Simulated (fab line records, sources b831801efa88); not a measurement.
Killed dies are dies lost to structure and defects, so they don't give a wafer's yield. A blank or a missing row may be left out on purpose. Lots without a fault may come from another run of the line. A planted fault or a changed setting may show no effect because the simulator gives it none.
fab line records | flow sky130
record lots=24 wafers=72 last_day=50
route steps=708 shown NWELL@68 VT_ADJUST_HVTP@92 CONTACT@429 VIA1@478 PASSIVATION@684 PAD_OPEN@702
lots that met no fault: from a run of the same line without faults
start_h: hours from the record's first day to the start of the lot's first wafer shown | wait_h: hours since the lot's step before | " the same as in the row above | L1.1+2: a row that stands for several wafers | - no value, or no start given | * or withheld: withheld | < > ~ a bound
route shown NAME@n: a module of which the file shows steps, and the number in the route of the first | usual: mean/standard deviation of fault-free wafers | same: alike in all rows | chamber/n: place in a boat | sites: the reading at each site | _std_site: their standard deviation | _edge_site: outer sites' mean less inner sites' | radius_mm: how far each site lies from the wafer's centre | mask NAME#n: copy n | behind: the tool/chamber that last shaped the wafer | hold: why the lot was held/for how many hours/how that ended | device: the transistor (n, p or np) that didn't switch | end of line: the same wafers' tests at the end of the route | a step without rows: its recipe alone | killed: dies lost to structure and defects at the first sort, not the wafer's yield | map: a wafer's dies, x killed, . not, _ none there
set.NAME: the setting as run; set.NAME@STEP: as run at that earlier step | model.NAME: the simulator's own value behind a step, which no gauge read
steps of the route over a sample of lots; a table a step, a row a wafer
services: from which hour (start_h, from the record's first day; less than 0 if before it) a tool's chamber was out of use, for how many hours, and why
## steps
# step SKY_NWELL_TW_MEAS_15
# usual NWELL_TW=1834/20
# columns lot.wafer tool chamber start_h wait_h NWELL_TW
L074.1 film_metro-03 - 94.35 0.1 1822
L074.2 " - " " 1826
L074.5 " - " " 1815
L075.2 film_metro-03 - 95.71 0.1 1827
L075.3 " - " " 1829
L075.6 " - " " 1824
L076.1 film_metro-03 - 98.70 0.1 1821
L076.2 " - " " 1814
L076.6 " - " " 1819
L077.1 film_metro-02 - 104.10 0.1 1831
L077.2 " - " " 1825
L077.3 " - " " 1821
L078.2 film_metro-03 - 109.53 0.1 1802
L078.4 " - " " 1808
L078.5 " - " " 1812
L079.2 film_metro-01 - 118.96 0.1 1853
L079.3 " - " " 1848
L079.5 " - " " 1859
L080.3 film_metro-02 - 127.97 0.1 1833
L080.4 " - " " 1822
L080.5 " - " " 1836
L081.2 film_metro-02 - 128.41 0.1 1838
L081.4 " - " " 1830
L081.5 " - " " 1828
L082.3 film_metro-03 - 133.54 0.1 1797
L082.4 " - " " 1801
L082.6 " - " " 1788
L083.1 film_metro-02 - 138.42 0.1 1823
L083.2 " - " " 1819
L083.6 " - " " 1815
L084.1 film_metro-02 - 144.32 0.1 1826
L084.4 " - " " 1838
L084.6 " - " " 1836
L085.4 film_metro-02 - 151.95 0.1 1835
L085.5 " - " " 1831
L085.6 " - " " 1831
L086.2 film_metro-01 - 161.83 0.1 1869
L086.4 " - " " 1855
L086.5 " - " " 1851
L087.1 film_metro-01 - 167.50 0.1 1879
L087.2 " - " " 1874
L087.4 " - " " 1869
L088.1 film_metro-01 - 175.83 0.1 1863
L088.3 " - " " 1866
L088.5 " - " " 1856
L089.1 film_metro-03 - 176.30 0.1 1823
L089.4 " - " " 1822
L089.6 " - " " 1822
L090.3 film_metro-03 - 179.72 0.1 1824
L090.4 " - " " 1822
L090.5 " - " " 1825
L091.4 film_metro-02 - 183.80 0.1 1817
L091.5 " - " " 1827
L091.6 " - " " 1824
L092.3 film_metro-01 - 189.57 0.1 1869
L092.4 " - " " 1867
L092.6 " - " " 1862
L093.1 film_metro-02 - 197.45 0.1 1816
L093.4 " - " " 1822
L093.5 " - " " 1823
L094.3 film_metro-01 - 203.12 0.1 1852
L094.5 " - " " 1863
L094.6 " - " " 1855
L095.3 film_metro-03 - 206.99 0.1 1799
L095.4 " - " " 1805
L095.5 " - " " 1812
L096.1 film_metro-01 - 214.87 0.1 1855
L096.3 " - " " 1850
L096.4 " - " " 1847
L097.1 film_metro-02 - 223.50 0.1 1833
L097.2 " - " " 1825
L097.3 " - " " 1838
# step SKY_VT_ADJUST_HVTP_CD_MEAS_07
# recipe target_cd_nm=380
# usual cd_nm=380.4/2.6
# columns lot.wafer tool chamber start_h wait_h cd_nm
L074.1 cd_sem-02 - 130.32 0.1 379.8
L074.2 " - " " 381.8
L074.5 " - " " 379.5
L075.2 cd_sem-01 - 130.91 0.1 376.0
L075.3 " - " " 376.3
L075.6 " - " " 377.3
L076.1 cd_sem-01 - 136.07 0.1 381.6
L076.2 " - " " 381.0
L076.6 " - " " 380.7
L077.1 cd_sem-02 - 140.77 0.1 380.5
L077.2 " - " " 379.8
L077.3 " - " " 376.9
L078.2 cd_sem-01 - 147.01 0.1 380.5
L078.4 " - " " 382.1
L078.5 " - " " 381.3
L079.2 cd_sem-02 - 156.79 0.1 384.4
L079.3 " - " " 386.5
L079.5 " - " " 382.3
L080.3 cd_sem-02 - 166.03 0.1 376.8
L080.4 " - " " 380.3
L080.5 " - " " 379.1
L081.2 cd_sem-02 - 167.59 0.1 386.5
L081.4 " - " " 385.8
L081.5 " - " " 385.5
L082.3 cd_sem-01 - 173.23 0.1 381.7
L082.4 " - " " 382.3
L082.6 " - " " 381.7
L083.1 cd_sem-02 - 178.86 0.2 380.5
L083.2 " - " " 380.9
L083.6 " - " " 379.6
L084.1 cd_sem-01 - 184.42 0.1 374.1
L084.4 " - " " 376.2
L084.6 " - " " 376.3
L085.4 cd_sem-02 - 193.03 0.1 384.4
L085.5 " - " " 381.0
L085.6 " - " " 381.8
L086.2 cd_sem-01 - 204.01 0.1 378.6
L086.4 " - " " 380.2
L086.5 " - " " 379.5
L087.1 cd_sem-01 - 211.92 0.1 382.0
L087.2 " - " " 380.1
L087.4 " - " " 380.9
L088.1 cd_sem-01 - 219.29 0.1 380.4
L088.3 " - " " 382.3
L088.5 " - " " 380.9
L089.1 cd_sem-01 - 219.59 0.1 379.2
L089.4 " - " " 381.3
L089.6 " - " " 380.5
L090.3 cd_sem-01 - 224.98 0.1 381.1
L090.4 " - " " 383.0
L090.5 " - " " 381.8
L091.4 cd_sem-01 - 227.58 0.1 381.9
L091.5 " - " " 380.5
L091.6 " - " " 378.8
L092.3 cd_sem-02 - 235.43 0.1 380.6
L092.4 " - " " 377.4
L092.6 " - " " 378.0
L093.1 cd_sem-02 - 242.42 0.1 376.2
L093.4 " - " " 378.1
L093.5 " - " " 377.9
L094.3 cd_sem-01 - 249.16 0.1 375.9
L094.5 " - " " 376.2
L094.6 " - " " 377.6
L095.3 cd_sem-02 - 252.56 0.1 382.6
L095.4 " - " " 378.7
L095.5 " - " " 381.8
L096.1 cd_sem-02 - 261.77 0.1 379.6
L096.3 " - " " 379.5
L096.4 " - " " 381.0
L097.1 cd_sem-01 - 270.19 0.1 383.1
L097.2 " - " " 383.0
L097.3 " - " " 384.5
# step SKY_CONTACT_SPUTTER_23
# recipe material=TiN target_thk_nm=20 chamber_pressure_pa=5 power_w=4000 time_s=80
# usual chamber_pressure_pa=5.000/0.01 throttle_valve_pct=30.4/1.2
# columns lot.wafer tool chamber start_h wait_h chamber_pressure_pa throttle_valve_pct
L075.2 pvd_sputter-02 - 746.62 0.0 5.020 28.9
L075.3 " - " " 5.012 32.1
L075.6 " - " " 4.999 32.2
L074.1 pvd_sputter-03 - 748.10 0.0 4.997 29.6
L074.2 " - " " 5.016 30.8
L074.5 " - " " 5.012 30.8
L077.1 pvd_sputter-04 - 759.21 0.0 4.989 31.1
L077.2 " - " " 5.001 30.5
L077.3 " - " " 5.006 30.5
L076.1 pvd_sputter-04 - 761.41 0.0 5.004 30.1
L076.2 " - " " 5.000 30.5
L076.6 " - " " 5.003 31.2
L078.2 pvd_sputter-02 - 768.69 0.0 5.005 29.1
L078.4 " - " " 5.013 32.2
L078.5 " - " " 5.014 29.1
L079.2 pvd_sputter-04 - 785.49 0.0 5.011 31.3
L079.3 " - " " 5.003 30.3
L079.5 " - " " 5.018 30.3
L081.2 pvd_sputter-03 - 791.31 0.0 4.989 31.0
L081.4 " - " " 5.005 28.3
L081.5 " - " " 4.979 30.9
L080.3 pvd_sputter-02 - 795.24 0.0 4.989 29.2
L080.4 " - " " 5.008 29.7
L080.5 " - " " 5.001 32.0
L082.3 pvd_sputter-02 - 800.30 0.0 4.988 28.3
L082.4 " - " " 5.011 29.8
L082.6 " - " " 4.996 29.4
L083.1 pvd_sputter-03 - 809.82 0.0 5.005 30.2
L083.2 " - " " 4.984 28.4
L083.6 " - " " 4.994 29.9
L084.1 pvd_sputter-04 - 816.04 0.0 4.999 32.3
L084.4 " - " " 5.001 30.2
L084.6 " - " " 5.012 32.4
L085.4 pvd_sputter-03 - 819.73 0.0 5.007 28.3
L085.5 " - " " 5.009 31.3
L085.6 " - " " 5.003 28.3
L086.2 pvd_sputter-03 - 831.47 0.0 5.005 28.5
L086.4 " - " " 4.991 31.4
L086.5 " - " " 4.994 31.1
L087.1 pvd_sputter-02 - 840.13 0.0 4.986 29.1
L087.2 " - " " 4.998 28.3
L087.4 " - " " 5.004 32.1
L088.1 pvd_sputter-04 - 852.21 0.0 4.992 31.3
L088.3 " - " " 5.005 30.2
L088.5 " - " " 5.009 30.4
L089.1 pvd_sputter-04 - 853.84 0.0 4.987 32.2
L089.4 " - " " 4.998 30.4
L089.6 " - " " 5.011 32.2
L090.3 pvd_sputter-04 - 860.02 0.0 5.016 31.3
L090.4 " - " " 4.993 31.8
L090.5 " - " " 4.995 31.3
L091.4 pvd_sputter-03 - 866.01 0.0 4.998 31.1
L091.5 " - " " 4.989 31.2
L091.6 " - " " 5.015 31.0
L092.3 pvd_sputter-04 - 866.12 0.0 4.994 32.1
L092.4 " - " " 5.027 30.5
L092.6 " - " " 5.002 32.1
L093.1 pvd_sputter-03 - 876.41 0.0 4.986 31.2
L093.4 " - " " 4.997 30.7
L093.5 " - " " 4.990 31.5
L094.3 pvd_sputter-04 - 881.32 0.0 5.012 32.1
L094.5 " - " " 4.998 32.2
L094.6 " - " " 5.018 30.2
L095.3 pvd_sputter-03 - 884.87 0.0 5.002 28.4
L095.4 " - " " 5.012 30.9
L095.5 " - " " 4.997 31.3
L096.1 pvd_sputter-02 - 891.07 0.0 4.988 29.5
L096.3 " - " " 4.997 28.5
L096.4 " - " " 4.995 32.5
L097.1 pvd_sputter-02 - 902.52 0.0 5.004 28.5
L097.2 " - " " 4.985 29.6
L097.3 " - " " 4.997 29.2
# step SKY_VIA1_SPUTTER_20
# recipe material=TiN target_thk_nm=20 chamber_pressure_pa=5 power_w=4000 time_s=80
# usual chamber_pressure_pa=5.000/0.0096 throttle_valve_pct=29.9/1.1
# columns lot.wafer tool chamber start_h wait_h chamber_pressure_pa throttle_valve_pct
L075.2 pvd_sputter-02 - 802.39 0.0 4.990 28.7
L075.3 " - " " 5.001 28.6
L075.6 " - " " 4.988 29.8
L074.1 pvd_sputter-03 - 803.77 0.0 4.989 28.5
L074.2 " - " " 4.995 31.0
L074.5 " - " " 4.993 29.8
L077.1 pvd_sputter-01 - 816.35 0.0 5.019 29.1
L077.2 " - " " 5.011 29.7
L077.3 " - " " 5.003 29.7
L076.1 pvd_sputter-01 - 817.48 0.0 5.000 30.3
L076.2 " - " " 4.995 29.4
L076.6 " - " " 4.993 29.2
L078.2 pvd_sputter-02 - 824.58 0.0 5.015 29.2
L078.4 " - " " 4.997 28.5
L078.5 " - " " 4.998 29.2
L079.2 pvd_sputter-03 - 840.61 0.0 5.008 29.7
L079.3 " - " " 5.006 30.8
L079.5 " - " " 5.004 31.1
L081.2 pvd_sputter-02 - 846.20 0.0 4.980 32.1
L081.4 " - " " 5.012 28.4
L081.5 " - " " 4.990 28.5
L080.3 pvd_sputter-02 - 849.03 0.0 5.001 29.8
L080.4 " - " " 4.996 31.9
L080.5 " - " " 5.003 31.9
L082.3 pvd_sputter-03 - 854.77 0.0 5.009 31.1
L082.4 " - " " 4.990 28.7
L082.6 " - " " 4.987 30.1
L083.1 pvd_sputter-02 - 864.40 0.0 4.989 29.7
L083.2 " - " " 5.003 29.1
L083.6 " - " " 5.006 32.1
L084.1 pvd_sputter-03 - 870.35 0.0 4.994 30.0
L084.4 " - " " 4.991 31.0
L084.6 " - " " 4.994 31.1
L085.4 pvd_sputter-03 - 873.55 0.0 5.007 31.0
L085.5 " - " " 5.013 28.4
L085.6 " - " " 5.014 30.0
L086.2 pvd_sputter-03 - 886.06 0.0 4.994 29.7
L086.4 " - " " 5.016 31.0
L086.5 " - " " 5.002 31.6
L087.1 pvd_sputter-02 - 894.58 0.0 4.998 29.3
L087.2 " - " " 4.982 32.1
L087.4 " - " " 4.987 28.4
L088.1 pvd_sputter-03 - 906.63 0.0 5.013 31.3
L088.3 " - " " 5.013 28.1
L088.5 " - " " 5.003 31.1
L089.1 pvd_sputter-02 - 908.21 0.0 5.008 28.6
L089.4 " - " " 4.998 31.9
L089.6 " - " " 5.005 28.6
L090.3 pvd_sputter-02 - 914.16 0.0 5.002 28.6
L090.4 " - " " 4.997 29.4
L090.5 " - " " 5.015 29.8
L091.4 pvd_sputter-02 - 920.02 0.0 4.997 29.3
L091.5 " - " " 5.006 29.7
L091.6 " - " " 5.003 32.1
L092.3 pvd_sputter-01 - 920.33 0.0 5.001 29.6
L092.4 " - " " 4.991 30.1
L092.6 " - " " 4.992 29.9
L093.1 pvd_sputter-03 - 929.85 0.0 5.005 30.0
L093.4 " - " " 4.994 28.3
L093.5 " - " " 4.990 31.5
L094.3 pvd_sputter-02 - 932.90 0.0 5.007 29.8
L094.5 " - " " 5.011 28.4
L094.6 " - " " 5.002 29.3
L095.3 pvd_sputter-01 - 937.43 0.0 4.993 29.0
L095.4 " - " " 5.004 30.3
L095.5 " - " " 5.002 29.7
L096.1 pvd_sputter-01 - 943.63 0.0 4.999 29.6
L096.3 " - " " 5.002 30.2
L096.4 " - " " 4.997 29.7
L097.1 pvd_sputter-02 - 954.80 0.0 5.008 28.4
L097.2 " - " " 4.997 29.6
L097.3 " - " " 4.992 29.1
# step SKY_PASSIVATION_THK_MEAS_03
# recipe reads=Si3N4_of_PASSIVATION_CVD_02
# usual PASSIVATION_CVD_02_THK=538/6.9
# columns lot.wafer tool chamber start_h wait_h PASSIVATION_CVD_02_THK[nm]
L075.2 film_metro-02 - 1037.45 - 537
L075.3 " - " " 544
L075.6 " - " " 545
L074.1 film_metro-01 - 1037.56 - 543
L074.2 " - " " 547
L074.5 " - " " 546
L077.1 film_metro-01 - 1050.17 - 529
L077.2 " - " " 532
L077.3 " - " " 534
L076.1 film_metro-01 - 1051.94 - 544
L076.2 " - " " 536
L076.6 " - " " 538
L078.2 film_metro-04 - 1056.45 - 540
L078.4 " - " " 542
L078.5 " - " " 538
L079.2 film_metro-02 - 1072.78 - 534
L079.3 " - " " 549
L079.5 " - " " 543
L081.2 film_metro-02 - 1074.86 - 532
L081.4 " - " " 544
L081.5 " - " " 541
L080.3 film_metro-02 - 1077.87 - 530
L080.4 " - " " 542
L080.5 " - " " 540
L082.3 film_metro-01 - 1082.83 - 533
L082.4 " - " " 547
L082.6 " - " " 551
L083.1 film_metro-04 - 1089.67 - 538
L083.2 " - " " 545
L083.6 " - " " 542
L084.1 film_metro-01 - 1095.34 - 531
L084.4 " - " " 546
L084.6 " - " " 540
L085.4 film_metro-02 - 1096.74 - 547
L085.5 " - " " 541
L085.6 " - " " 535
L086.2 film_metro-04 - 1108.56 - 529
L086.4 " - " " 545
L086.5 " - " " 541
L087.1 film_metro-02 - 1116.40 - 525
L087.2 " - " " 530
L087.4 " - " " 531
L088.1 film_metro-02 - 1123.61 - 541
L088.3 " - " " 536
L088.5 " - " " 547
L089.1 film_metro-01 - 1125.30 - 532
L089.4 " - " " 547
L089.6 " - " " 536
L090.3 film_metro-01 - 1132.81 - 548
L090.4 " - " " 545
L090.5 " - " " 547
L091.4 film_metro-01 - 1135.51 - 530
L091.5 " - " " 533
L091.6 " - " " 531
L092.3 film_metro-02 - 1135.85 - 525
L092.4 " - " " 534
L092.6 " - " " 539
L093.1 film_metro-02 - 1141.73 - 528
L093.4 " - " " 536
L093.5 " - " " 538
L094.3 film_metro-02 - 1144.21 - 543
L094.5 " - " " 550
L094.6 " - " " 547
L095.3 film_metro-02 - 1147.21 - 533
L095.4 " - " " 542
L095.5 " - " " 536
L096.1 film_metro-01 - 1153.65 - 532
L096.3 " - " " 527
L096.4 " - " " 542
L097.1 film_metro-04 - 1161.54 - 530
L097.2 " - " " 535
L097.3 " - " " 533
# step SKY_PAD_OPEN_STRIP_08
# recipe chemistry=O2/N2 power_w=1400 pressure_mtorr=1500 platen_temp_c=withheld overash_fraction=0.7 o2_flow_sccm=3000 n2_flow_sccm=300
# usual drypump_motor_current_A=6.01/0.24 oes_product_au=0.663/0.0043 strip_time_to_endpoint_s=37.05/0.11
# columns lot.wafer tool chamber start_h wait_h drypump_motor_current_A oes_product_au rf_hours_counter_h strip_time_to_endpoint_s
L075.2 plasma_asher-03 0 1081.57 0.1 6.13 0.663 93 37.03
L075.3 " 0 " " 6.14 0.663 - 36.99
L075.6 " 0 " " 6.12 0.671 - 37.00
L074.1 plasma_asher-03 1 1082.27 0.1 5.93 0.660 94 37.14
L074.2 " 0 " " 6.14 0.660 94 37.09
L074.5 " 0 " " 6.14 0.668 - 37.12
L077.1 plasma_asher-02 1 1092.92 0.1 5.51 0.667 36 36.99
L077.2 " 0 " " 6.38 0.666 36 36.99
L077.3 " 0 " " 6.37 0.661 - 36.98
L076.1 plasma_asher-02 1 1094.43 0.1 5.53 0.660 37 37.02
L076.2 " 0 " " 6.34 0.663 37 37.06
L076.6 " 0 " " 6.35 0.658 - 37.13
L078.2 plasma_asher-03 1 1097.72 0.1 5.94 0.655 95 37.03
L078.4 " 0 " " 6.15 0.656 - 37.00
L078.5 " 1 " " 5.94 0.663 - 37.06
L079.2 plasma_asher-03 0 1113.97 0.1 6.15 0.656 96 37.00
L079.3 " 0 " " 6.16 0.665 - 36.99
L079.5 " 1 " " 5.97 0.661 - 36.99
L081.2 plasma_asher-04 0 1116.12 0.1 6.05 0.665 5 36.99
L081.4 " 0 " " 6.06 0.656 - 36.94
L081.5 " 1 " " 6.00 0.653 - 37.07
L080.3 plasma_asher-02 0 1118.96 0.1 6.39 0.662 - 37.06
L080.4 " 1 " " 5.50 0.667 - 37.06
L080.5 " 1 " " 5.52 0.667 - 37.04
L082.3 plasma_asher-04 0 1123.01 0.1 6.06 0.663 - 37.07
L082.4 " 1 " " 5.98 0.659 - 37.08
L082.6 " 1 " " 6.00 0.667 - 37.04
L083.1 plasma_asher-03 0 1129.77 0.1 6.16 0.665 98 37.01
L083.2 " 1 " " 5.97 0.665 98 37.09
L083.6 " 0 " " 6.17 0.670 - 37.06
L084.1 plasma_asher-04 1 1134.87 0.1 6.01 0.660 7 36.83
L084.4 " 1 " " 5.98 0.658 - 36.99
L084.6 " 1 " " 5.98 0.664 - 36.91
L085.4 plasma_asher-03 0 1136.31 0.1 6.18 0.659 - 37.12
L085.5 " 0 " " 6.16 0.664 - 36.98
L085.6 " 1 " " 5.97 0.664 - 36.99
L086.2 plasma_asher-04 1 1146.47 0.1 5.97 0.660 8 37.25
L086.4 " 0 " " 6.08 0.660 - 37.14
L086.5 " 1 " " 6.01 0.665 - 37.24
L087.1 plasma_asher-03 0 1154.38 0.1 6.16 0.654 100 36.99
L087.2 " 1 " " 5.96 0.666 100 37.06
L087.4 " 0 " " 6.17 0.659 - 36.95
L088.1 plasma_asher-04 0 1160.67 0.1 6.07 0.671 9 37.10
L088.3 " 0 " " 6.06 0.655 - 37.16
L088.5 " 0 " " 6.05 0.658 - 37.03
L089.1 plasma_asher-02 1 1161.62 0.1 5.52 0.661 43 37.16
L089.4 " 1 " " 5.53 0.663 - 37.08
L089.6 " 0 " " 6.36 0.663 - 37.12
L090.3 plasma_asher-02 1 1168.35 0.1 5.51 0.669 - 37.21
L090.4 " 0 " " 6.39 0.668 - 37.19
L090.5 " 1 " " 5.52 0.661 - 37.12
L091.4 plasma_asher-02 0 1172.01 0.1 6.39 0.664 - 37.22
L091.5 " 0 " " 6.39 0.660 - 37.23
L091.6 " 1 " " 5.52 0.660 - 37.07
L092.3 plasma_asher-04 0 1172.36 0.1 6.02 0.659 - 37.05
L092.4 " 1 " " 5.99 0.660 - 36.96
L092.6 " 0 " " 6.05 0.663 - 37.05
L093.1 plasma_asher-03 1 1176.82 0.1 5.95 0.666 102 37.02
L093.4 " 1 " " 5.90 0.660 - 37.08
L093.5 " 0 " " 6.16 0.659 - 37.01
L094.3 plasma_asher-04 0 1179.45 0.1 6.03 0.668 - 36.85
L094.5 " 1 " " 6.00 0.660 - 36.80
L094.6 " 0 " " 6.04 0.658 - 36.85
L095.3 plasma_asher-03 1 1180.81 0.1 5.98 0.656 - 37.17
L095.4 " 0 " " 6.16 0.660 - 37.25
L095.5 " 0 " " 6.16 0.661 - 37.17
L096.1 plasma_asher-02 1 1187.12 0.1 5.52 0.666 45 37.14
L096.3 " 0 " " 6.37 0.667 - 37.24
L096.4 " 1 " " 5.52 0.660 - 37.17
L097.1 plasma_asher-04 0 1194.77 0.1 6.05 0.666 13 36.90
L097.2 " 1 " " 5.99 0.665 13 36.95
L097.3 " 0 " " 6.06 0.661 - 36.85
## services
# columns tool chamber start_h hours kind
plasma_asher-02 - 733.75 9.0 pm
plasma_asher-03 - 737.53 1.7 repair
pvd_sputter-01 - 765.70 4.1 repair
plasma_asher-02 - 813.79 2.2 repair
pvd_sputter-01 - 825.58 0.7 repair
pvd_sputter-01 - 836.26 3.3 repair
pvd_sputter-01 - 844.10 0.7 repair
plasma_asher-04 - 912.02 0.9 repair
plasma_asher-03 - 976.89 28.1 pm
pvd_sputter-01 - 988.23 4.8 repair
pvd_sputter-01 - 1020.37 0.7 repair
plasma_asher-04 - 1025.51 3.9 repair
pvd_sputter-02 1 1035.34 - consumable_replace:kit
pvd_sputter-02 1 1035.34 18.0 scheduled_down
pvd_sputter-02 1 1035.34 18.0 vent_cycle
pvd_sputter-03 - 1043.48 3.4 repair
pvd_sputter-04 - 1045.50 29.4 repair
plasma_asher-03 - 1050.57 5.4 repair
plasma_asher-04 - 1055.25 9.0 pm
plasma_asher-02 - 1085.28 0.6 repair
pvd_sputter-01 - 1112.09 0.7 repair
pvd_sputter-02 0 1117.31 - consumable_replace:kit
pvd_sputter-02 0 1117.31 18.0 scheduled_down
pvd_sputter-02 0 1117.31 18.0 vent_cycle
## key
fault none
